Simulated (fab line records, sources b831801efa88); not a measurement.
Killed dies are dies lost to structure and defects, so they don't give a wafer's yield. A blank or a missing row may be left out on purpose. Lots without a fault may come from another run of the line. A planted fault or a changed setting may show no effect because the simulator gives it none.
A struck lot beside a sound one | flow sfq_line | 19 steps out of a route of 325
Sound: wafers L369.3, L369.5, L369.6. Struck: wafers L378.2, L378.5, L378.6. The cause comes at the end.
At each step with rows: each side's tool, then ch and its chambers, then its first start. Under that, the readings that differ: sound wafers | struck wafers | difference of the means | sigmas: that difference in standard deviations of wafers without a fault.
alike: readings whose means differ by less than 2 such deviations, and words and numbers that are the same on both sides. not compared: withheld readings, readings that some wafer has no value for, bounds like >300 that may hide the same value, and numbers for which the record gives no deviation and whose values overlap.
The two part at a step that has a row with sigmas, a row that says differs or no value, or rows on one side only. Numbers that don't overlap but have no deviation are shown without sigmas and don't part them. A reading that every wafer of one side lacks parts them only if that side has two wafers or more.

SFQ_M4_OVL_MEAS_926:
  sound on overlay-01, day 53 20:37; struck on overlay-02, day 56 09:56
  alike: M4_OVL
SFQ_TRILAYER_M4_BARC_OPEN_METAL_ETCH_123: etches BARC in O2, target depth 125 nm, time 41.7 s.
  sound on rie_metal-01 ch 0,1, day 53 20:40; struck on rie_metal-04 ch 0,1, day 56 09:58
  alike: drypump_motor_current_A, oes_product_au
  not compared: rf_hours_counter_h
SFQ_TRILAYER_M4_ETCH_METAL_ETCH_096: etches Nb in Cl2/Ar, stops on SiO2, target depth 240 nm, time 120 s.
  sound on rie_metal-01 ch 0,1, day 53 20:46; struck on rie_metal-04 ch 0,1, day 56 10:01
  alike: drypump_motor_current_A, oes_product_au
  not compared: rf_hours_counter_h
SFQ_TRILAYER_M4_STRIP_STRIP_097: strips in O2.
  sound on rie_metal-01 ch 0,1, day 53 21:09; struck on rie_metal-04 ch 0,1, day 56 10:08
  alike: drypump_motor_current_A, oes_product_au
  not compared: rf_hours_counter_h
then, 2 steps without rows for these wafers: SFQ_TRILAYER_M4_STRIP_SOLV_CLEAN_098 (cleans in NMP, time 600 s); SFQ_TRILAYER_I4_DEP_PECVD_099 (deposits SiO2 from SiH4/N2O, time 111.11 s, target thk 500 nm).
SFQ_TRILAYER_I4_CMP_CMP_100: polishes SiO2.
  sound on cmp-01 ch 2,3, day 54 23:29; struck on cmp-02 ch 0,1,2, day 57 19:48
  alike: head_pressure_psi, motor_current_A, time_to_endpoint_s
SFQ_I4_BOW_MEAS_927:
  sound on film_metro-03, day 55 02:32; struck on film_metro-01, day 57 21:19
  alike: I4_BOW
then, 4 steps without rows for these wafers: SFQ_TRILAYER_I4_METRO_MEASURE_101; SFQ_TRILAYER_I4_VIA_LITHO_COAT_108 (resist thk 62 nm); SFQ_TRILAYER_I4_VIA_LITHO_COAT_103 (resist thk 650 nm); SFQ_TRILAYER_I4_VIA_LITHO_SOFTBAKE_107.
-- the record jumps here: 4 days lie between the struck wafers' starts before and after --
SFQ_TRILAYER_I4_VIA_LITHO_EXPOSE_104: exposes mask I4, target cd 700 nm.
  sound on krf_scanner-01 ch 0, day 59 14:47; struck on krf_scanner-01 ch 0, day 62 01:30
  reading              | sound                | struck               | difference | sigmas
  exposure_dose_mJ_cm2 | 21.265 21.303 21.281 | 20.595 20.595 20.575 | -0.695     | -37
  alike: mask, reticle_temp_C
then, 2 steps without rows for these wafers: SFQ_TRILAYER_I4_VIA_LITHO_PEB_106 (peb time 60 s); SFQ_TRILAYER_I4_VIA_LITHO_DEVELOP_105 (time 60 s).
SFQ_I4_OVL_MEAS_928:
  sound on overlay-01, day 59 15:55; struck on overlay-01, day 62 02:48
  alike: I4_OVL
SFQ_TRILAYER_I4_VIA_BARC_OPEN_VIA_ETCH_146: etches BARC in O2, target depth 125 nm, time 41.7 s.
  sound on rie_diel-02 ch 0,2,3, day 59 15:56; struck on rie_diel-01 ch 2,3, day 62 02:50
  reading             | sound             | struck            | difference | sigmas
  model.I4.cd_nm (nm) | 701.4 701.2 700.6 | 692.8 693.1 691.5 | -8.6       |
  alike: drypump_motor_current_A, oes_product_au
  not compared: rf_hours_counter_h
SFQ_TRILAYER_I4_VIA_ETCH_VIA_ETCH_106: etches SiO2 in CHF3, stops on Nb, target depth 260 nm.
  sound on rie_diel-02 ch 0,2,3, day 59 15:59; struck on rie_diel-01 ch 2,3, day 62 02:52
  reading             | sound           | struck            | difference | sigmas
  model.I4.cd_nm (nm) | 703.9 704 700.6 | 694.4 692.3 691.9 | -10.0      |
  alike: drypump_motor_current_A, oes_product_au
SFQ_TRILAYER_I4_VIA_STRIP_STRIP_107: strips in O2.
  sound on rie_metal-04 ch 0,1, day 59 16:22; struck on rie_metal-01 ch 0,1, day 62 02:59
  alike: drypump_motor_current_A, oes_product_au
  not compared: rf_hours_counter_h

WHERE THEY PART
Only at SFQ_TRILAYER_I4_VIA_LITHO_EXPOSE_104, within this record. Later steps at which nothing parts them and some readings are alike: SFQ_I4_OVL_MEAS_928, SFQ_TRILAYER_I4_VIA_BARC_OPEN_VIA_ETCH_146, SFQ_TRILAYER_I4_VIA_ETCH_VIA_ETCH_106, SFQ_TRILAYER_I4_VIA_STRIP_STRIP_107.

WHY: what the simulator had put in
Process parameter drift: krf_scanner-01, from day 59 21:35 on, at SFQ_TRILAYER_I4_VIA_LITHO_EXPOSE_104. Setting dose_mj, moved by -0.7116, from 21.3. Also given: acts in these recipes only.
